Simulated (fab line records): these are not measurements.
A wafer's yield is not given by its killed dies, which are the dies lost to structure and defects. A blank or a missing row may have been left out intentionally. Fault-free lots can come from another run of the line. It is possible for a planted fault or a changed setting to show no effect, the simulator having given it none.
Which tool was responsible? | flow gf180mcu | 11 lots with 33 wafers sampled at 6 steps, on a route of 602 steps

WHAT THE GAUGES READ, wafer by wafer
GF_STI_CD_MEAS_12 targets a cd of 220 nm.
lot  | measured    | on        | cd nm (nm)
L706 | day 2 07:10 | cd sem-02 | 218.6 219.2 218.4
L709 | day 2 21:57 | cd sem-02 | 220.1 220.4 220.3
L711 | day 3 09:51 | cd sem-01 | 219.9 218.9 218.4
L713 | day 3 18:02 | cd sem-01 | 221.2 220.2 220.7
L714 | day 3 23:32 | cd sem-02 | 219.5 219.3 219.2
L715 | day 4 03:59 | cd sem-01 | 221.6 220.6 221.4
L717 | day 4 16:09 | cd sem-01 | 219.5 219.3 219.3
L719 | day 5 02:28 | cd sem-02 | 218.4 218.2 219.0
L721 | day 5 12:49 | cd sem-02 | 220.7 220.1 219.7
L722 | day 5 16:49 | cd sem-02 | 220.1 219.1 219.3
L724 | day 6 03:16 | cd sem-01 | 218.6 219.5 218.9

GF_VT_IMPLANT_OVL_MEAS_40.
lot  | measured     | on         | VT_IMPLANT_03_OVL (nm)
L706 | day 7 20:04  | overlay-02 | 0.6 -1.3 -1.9
L709 | day 8 14:03  | overlay-02 | 0.2 -0.2 0.3
L711 | day 9 06:01  | overlay-01 | 0.7 0.3 -1.0
L713 | day 9 16:59  | overlay-02 | -1.9 -1.7 -1.3
L714 | day 10 02:16 | overlay-02 | 1.8 1.6 0.1
L715 | day 10 12:14 | overlay-01 | 1.0 0.5 0.9
L717 | day 10 22:50 | overlay-02 | -1.5 0.1 -0.5
L719 | day 11 10:25 | overlay-02 | 0.7 1.5 1.1
L721 | day 12 01:47 | overlay-01 | -0.3 -1.4 -1.5
L722 | day 12 07:07 | overlay-02 | 2.5 1.8 1.5
L724 | day 12 20:08 | overlay-02 | 2.7 2.7 1.9

GF_NSD_TW_MEAS_12.
lot  | measured     | on            | NSD_TW
L706 | day 13 20:38 | film metro-02 | 4266 4276 4294
L709 | day 14 14:56 | film metro-01 | 4251 4255 4260
L711 | day 15 13:09 | film metro-01 | 4240 4247 4232
L713 | day 16 01:05 | film metro-03 | 4200 4213 4225
L714 | day 16 11:02 | film metro-02 | 4236 4269 4227
L715 | day 17 00:01 | film metro-01 | 4240 4264 4270
L717 | day 17 16:58 | film metro-02 | 4259 4234 4244
L719 | day 18 04:47 | film metro-01 | 4257 4267 4238
L721 | day 18 22:17 | film metro-03 | 4183 4164 4162
L722 | day 19 04:56 | film metro-01 | 4123 4113 4118
L724 | day 19 22:54 | film metro-02 | 4078 4087 4090

GF_PSD_RS_MEAS_14: measures by four-point-probe.
lot  | measured     | on            | NSD_RS (ohm/sq)
L706 | day 14 17:37 | film metro-02 | 46.15 46.11 46.07
L709 | day 15 12:53 | film metro-03 | 46.23 46.19 46.18
L711 | day 16 10:15 | film metro-02 | 46.18 46.16 46.28
L713 | day 17 00:11 | film metro-02 | 46.21 46.10 46.20
L714 | day 17 10:53 | film metro-01 | 46.21 46.15 46.20
L715 | day 17 23:23 | film metro-01 | 45.97 46.04 45.82
L717 | day 18 17:10 | film metro-03 | 46.13 46.25 46.25
L719 | day 19 05:25 | film metro-02 | 46.06 46.08 46.17
L721 | day 19 23:32 | film metro-02 | 46.09 46.09 46.17
L722 | day 20 05:47 | film metro-01 | 49.58 49.71 49.51
L724 | day 20 22:56 | film metro-01 | 49.60 49.61 49.59

WHAT TOOL EACH LOT RAN ON (gives the tool, then ch and the chambers of the sampled wafers, and finally the start)
lot  | GF_NSD_IMPLANT_09               | GF_NSD_STRIP_11
L706 | implanter-02 ch 0, day 13 20:11 | plasma asher-04 ch 0,1, day 13 20:32
L709 | implanter-04 ch 0, day 14 14:34 | plasma asher-03 ch 0,1, day 14 14:50
L711 | implanter-02 ch 0, day 15 12:47 | plasma asher-02 ch 0,1, day 15 13:04
L713 | implanter-02 ch 0, day 16 00:43 | plasma asher-04 ch 0,1, day 16 00:59
L714 | implanter-04 ch 0, day 16 10:38 | plasma asher-04 ch 0,1, day 16 10:56
L715 | implanter-02 ch 0, day 16 23:37 | plasma asher-04 ch 0,1, day 16 23:54
L717 | implanter-02 ch 0, day 17 16:34 | plasma asher-03 ch 1, day 17 16:51
L719 | implanter-01 ch 0, day 18 04:25 | plasma asher-02 ch 0,1, day 18 04:43
L721 | implanter-02 ch 0, day 18 21:53 | plasma asher-03 ch 0,1, day 18 22:11
L722 | implanter-02 ch 0, day 19 04:32 | plasma asher-04 ch 0,1, day 19 04:50
L724 | implanter-02 ch 0, day 19 22:32 | plasma asher-04 ch 0,1, day 19 22:49
- GF_NSD_IMPLANT_09
- GF_NSD_STRIP_11: strips in O2/N2.

AS READ BY THE TOOLS THEMSELVES (means over the sampled wafers that have a number; for cases with no such wafer, the mark the record gives instead)
GF_NSD_IMPLANT_09.
lot  | tool         | beam energy keV | faraday current uA
L706 | implanter-02 | 59.999          | 14016
L709 | implanter-04 | 59.976          | 10583
L711 | implanter-02 | 59.998          | 13933
L713 | implanter-02 | 60.000          | 13771
L714 | implanter-04 | 59.978          | 10418
L715 | implanter-02 | 59.982          | 14203
L717 | implanter-02 | 59.979          | 13948
L719 | implanter-01 | 59.994          | 11717
L721 | implanter-02 | 60.001          | 13694
L722 | implanter-02 | 48.348          | 13835
L724 | implanter-02 | 48.363          | 14265

GF_NSD_STRIP_11.
lot  | tool            | drypump motor current A (A) | heater power w (W) | oes product au (a.u.) | strip time to endpoint s (s)
L706 | plasma asher-04 | 5.44                        | 337                | 0.484                 | 22.99
L709 | plasma asher-03 | 5.50                        | 348                | 0.488                 | 22.93
L711 | plasma asher-02 | 5.98                        | 335                | 0.484                 | 22.88
L713 | plasma asher-04 | 5.41                        | 350                | 0.490                 | 22.95
L714 | plasma asher-04 | 5.44                        | 332                | 0.489                 | 22.95
L715 | plasma asher-04 | 5.41                        | 348                | 0.489                 | 23.00
L717 | plasma asher-03 | 5.71                        | 336                | 0.492                 | 22.99
L719 | plasma asher-02 | 5.98                        | 337                | 0.493                 | 22.93
L721 | plasma asher-03 | 5.51                        | 345                | 0.487                 | 23.02
L722 | plasma asher-04 | 5.43                        | 337                | 0.508                 | 21.39
L724 | plasma asher-04 | 5.41                        | 348                | 0.508                 | 21.46

THE ANSWER, worked out from the rows above alone
Rule: the usual values come from the lots themselves. The widest of any qualifying gaps counts: lots, ordered by their means at a reading, are off when they make up no more than a third of the lots, leave a main group of 4 or more, and stand apart from it by 3 or more times the standard deviation of that group's means. If all means in a main group match to the digits the tables above print for the reading, that group is not used. Also off: a lot with no number at a reading for which 4 or more lots have one. Any other lot the step has rows for is counted as sound. Order of review: gauges by route order, followed by the tools' own readings, for which a lot's mean as printed above is used. The first step at which some lot is off is used, and at that step the reading that is off furthest; a lot without a number counts as furthest.
Off: L722, L724, at GF_PSD_RS_MEAS_14 (NSD_RS). For the main group the mean is 46.14 ohm/sq and the standard deviation 0.08.
A tool fits if, at a process step before that reading, it ran every lot that is off, and no sound lot after the first of them. Not tried: the gauges at GF_PSD_RS_MEAS_14; whatever is off there is also off at GF_NSD_IMPLANT_09, on other tools, and gauge error can't account for it. Can't be told from this: 2 tools fit, implanter-02 at GF_NSD_IMPLANT_09, plasma asher-04 at GF_NSD_STRIP_11.

WHAT THE SIMULATOR PUT IN
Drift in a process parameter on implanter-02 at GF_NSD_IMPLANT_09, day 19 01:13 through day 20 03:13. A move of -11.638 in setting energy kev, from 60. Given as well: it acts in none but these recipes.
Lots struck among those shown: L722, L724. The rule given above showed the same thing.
